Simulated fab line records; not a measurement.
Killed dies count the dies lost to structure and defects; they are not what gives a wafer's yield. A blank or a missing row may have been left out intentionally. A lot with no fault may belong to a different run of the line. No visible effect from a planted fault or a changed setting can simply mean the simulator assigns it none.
Struck lot and sound lot, side by side || flow sfq-line || 14 out of 325 route steps
Sound: wafers L369.1, L369.5, L369.6. Struck: wafer L384.2 (L384.3, L384.6, from the same lot, were not struck and are left out); the cause is given at the end.
Each step with rows lists, per side, the tool, then ch with its chambers, then its first start. Under that, the readings that differ: sound wafers || struck wafers || difference of the means || sigmas: that difference in standard deviations of wafers without a fault.
alike: readings with means less than 2 such deviations apart, plus words and numbers identical on both sides. not compared: withheld readings, readings lacking a value on some wafer, bounds such as >300 that could conceal the same value, and numbers that have no deviation in the record and whose values overlap.
The two part at a step that has a row with sigmas, a row that says differs or no value, or rows on one side only. When numbers do not overlap yet have no deviation, they are printed without sigmas and do not part them. Lack of a reading on every wafer of one side parts them only where that side has two or more wafers.

first, 2 steps without rows for these wafers: SFQ_TRILAYER_I2_VIA_STRIP_SOLV_CLEAN_072 (cleans in NMP, time 600 s); SFQ_TRILAYER_M3_DEP_PRE_CLEAN_074 (time 22.5 s).
SFQ_TRILAYER_M3_DEP_SPUTTER_073: material Nb, target thk 200 nm, time 133.3 s.
  sound: pvd-sputter-05 at day 30 10:26; struck: pvd-sputter-06 at day 40 23:59
  alike: cathode-dc-power-W, throttle-valve-pct
SFQ_M3_RS_MEAS_919: measurement is done with a four-point probe.
  sound: film-metro-04 at day 30 10:31; struck: film-metro-02 at day 41 00:06
  alike: M3_NB_RS
then, 6 steps without rows for these wafers: SFQ_TRILAYER_M3_LITHO_COAT_080 (resist thk 62 nm); SFQ_TRILAYER_M3_LITHO_COAT_075 (resist thk 600 nm); SFQ_TRILAYER_M3_LITHO_SOFTBAKE_079; SFQ_TRILAYER_M3_LITHO_EXPOSE_076 (exposes mask M3, target cd 500 nm); SFQ_TRILAYER_M3_LITHO_PEB_078 (peb time 60 s); SFQ_TRILAYER_M3_LITHO_DEVELOP_077 (time 60 s).
-- the record jumps here: 6 days lie between the struck wafers' starts before and after --
SFQ_M3_OVL_MEAS_921:
  sound: overlay-01 at day 30 16:16; struck: overlay-02 at day 46 20:22
  alike: M3_OVL
SFQ_TRILAYER_M3_BARC_OPEN_METAL_ETCH_100: etches BARC in O2, target depth 125 nm, time 41.7 s.
  sound on rie-metal-01 ch 0,1, day 30 16:19; struck on rie-metal-01 ch 1, day 46 20:24
{"reading": "model.KrF_of_TRILAYER_M3_LITHO_COAT_075.thk-nm (nm)", "sound": "519.7 519.6 520.4", "struck": 541.1, "difference": "+21.2", "sigmas": ""}
  alike: drypump-motor-current-A, oes-product-au
  not compared: rf-hours-counter-h
SFQ_TRILAYER_M3_ETCH_METAL_ETCH_078: etches Nb in Cl2/Ar, stops on SiO2, target depth 240 nm, time 120 s.
  sound on rie-metal-01 ch 0,1, day 30 16:22; struck on rie-metal-01 ch 1, day 46 20:29
{"reading": "model.KrF_of_TRILAYER_M3_LITHO_COAT_075.thk-nm (nm)", "sound": "379.9 380.4 379.6", "struck": 402.8, "difference": "+22.8", "sigmas": ""}
  alike: drypump-motor-current-A, oes-product-au
  not compared: rf-hours-counter-h
SFQ_TRILAYER_M3_STRIP_STRIP_079: strips in O2.
  sound on rie-metal-01 ch 0,1, day 30 16:29; struck on rie-metal-01 ch 1, day 46 20:39
  alike: drypump-motor-current-A, oes-product-au
  not compared: rf-hours-counter-h

== WHERE THEY PART ==
Nowhere in this record.

WHY: what the simulator had put in
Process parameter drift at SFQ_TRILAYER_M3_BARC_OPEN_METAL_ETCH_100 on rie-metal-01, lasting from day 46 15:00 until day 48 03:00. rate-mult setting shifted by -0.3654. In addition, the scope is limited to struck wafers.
